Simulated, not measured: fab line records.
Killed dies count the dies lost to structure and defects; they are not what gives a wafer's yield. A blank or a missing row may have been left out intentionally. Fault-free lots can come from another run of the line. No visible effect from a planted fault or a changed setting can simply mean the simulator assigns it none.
Tool commonality check | flow sky130 | 39 wafers sampled across 13 lots

== REASON FOR OPENING ==
Of 13 lots, 2 have the reading GATE_OXIDE_TW flagged at SKY_GATE_OXIDE_TW_MEAS_14. No-fault wafers: 223.1, standard deviation 1.
Rule: a lot is flagged when every wafer of it that has a number lies more than 4 standard deviations from that mean, or none has a number. The other lots count as sound.

lot  | measured     | on            | GATE_OXIDE_TW, wafer by wafer | flag
L384 | day 13 18:49 | film metro-02 | 223.3 224.3 224.3             |
L386 | day 14 08:34 | film metro-02 | 222.9 224.4 224.5             |
L387 | day 14 13:23 | film metro-01 | 222.4 222.5 221.8             |
L388 | day 14 20:25 | film metro-01 | 222.4 222.3 221.4             |
L389 | day 16 14:40 | film metro-02 | 223.5 222.6 224.3             |
L390 | day 16 21:40 | film metro-01 | 223.4 221.8 223.0             |
L394 | day 17 06:03 | film metro-02 | 198.3 197.5 197.0             | FLAGGED
L393 | day 17 10:17 | film metro-01 | 195.4 195.1 196.4             | FLAGGED
L402 | day 20 17:19 | film metro-01 | 223.5 224.3 222.8             |
L403 | day 21 13:55 | film metro-03 | 221.2 223.0 223.6             |
L404 | day 21 23:35 | film metro-02 | 224.4 224.7 223.3             |
L405 | day 21 23:41 | film metro-03 | 222.5 222.1 222.5             |
L407 | day 22 12:18 | film metro-01 | 224.0 222.8 221.5             |
Average over the flagged lots: 196.6; offset from the usual -26.5, equal to -26 standard deviations.

== EACH LOT AND THE TOOL IT RAN ON ==
The record keeps 1 process step preceding the reading, out of 708 steps on the route. Cell contents, in order: the tool; ch with the chambers the sampled wafers went through; the start.
lot  | flag    | SKY_GATE_OXIDE_IMPLANT_11
L384 |         | implanter-03 ch 0, day 13 18:29
L386 |         | implanter-02 ch 0, day 14 08:13
L387 |         | implanter-04 ch 0, day 14 13:02
L388 |         | implanter-04 ch 0, day 14 20:04
L389 |         | implanter-04 ch 0, day 16 14:20
L390 |         | implanter-03 ch 0, day 16 21:19
L394 | FLAGGED | implanter-04 ch 0, day 17 05:42
L393 | FLAGGED | implanter-04 ch 0, day 17 09:56
L402 |         | implanter-03 ch 0, day 20 16:59
L403 |         | implanter-04 ch 0, day 21 13:35
L404 |         | implanter-02 ch 0, day 21 23:14
L405 |         | implanter-03 ch 0, day 21 23:20
L407 |         | implanter-04 ch 0, day 22 11:56
What the steps here do:
- SKY_GATE_OXIDE_IMPLANT_11
- SKY_GATE_OXIDE_TW_MEAS_14

== FLAGGED AGAINST TOTAL, ONE TOOL AT A TIME (gauges that did the reading follow at the end) ==
step                      | tool          | lots run | flagged | share of the flagged lots | sound lots run after its first flagged lot
SKY_GATE_OXIDE_IMPLANT_11 | implanter-02  | 2        | 0       | none                      | -
SKY_GATE_OXIDE_IMPLANT_11 | implanter-03  | 4        | 0       | none                      | -
SKY_GATE_OXIDE_IMPLANT_11 | implanter-04  | 7        | 2       | all                       | 2 (L403,L407)
SKY_GATE_OXIDE_TW_MEAS_14 | film metro-01 | 6        | 1       | some                      | 2 (L402,L407)
SKY_GATE_OXIDE_TW_MEAS_14 | film metro-02 | 5        | 1       | some                      | 1 (L404)
SKY_GATE_OXIDE_TW_MEAS_14 | film metro-03 | 2        | 0       | none                      | -

== WHAT THE TABLE ALLOWS ==
Rows of the table that ran each flagged lot: 1, that is implanter-04 at SKY_GATE_OXIDE_IMPLANT_11.
- implanter-04 at SKY_GATE_OXIDE_IMPLANT_11: 2 of its 7 lots flagged. After the first flagged lot (L403, L407), sound lots still ran on it; a lasting fault on the whole tool would not permit that. Its own readings (dose ions cm2, faraday current uA) fall more than 4 standard deviations out on all wafers of the flagged lots.
There is no row in the table that ran each flagged lot and no sound lot after the first.

== WHAT THE SIMULATOR HAD PUT IN ==
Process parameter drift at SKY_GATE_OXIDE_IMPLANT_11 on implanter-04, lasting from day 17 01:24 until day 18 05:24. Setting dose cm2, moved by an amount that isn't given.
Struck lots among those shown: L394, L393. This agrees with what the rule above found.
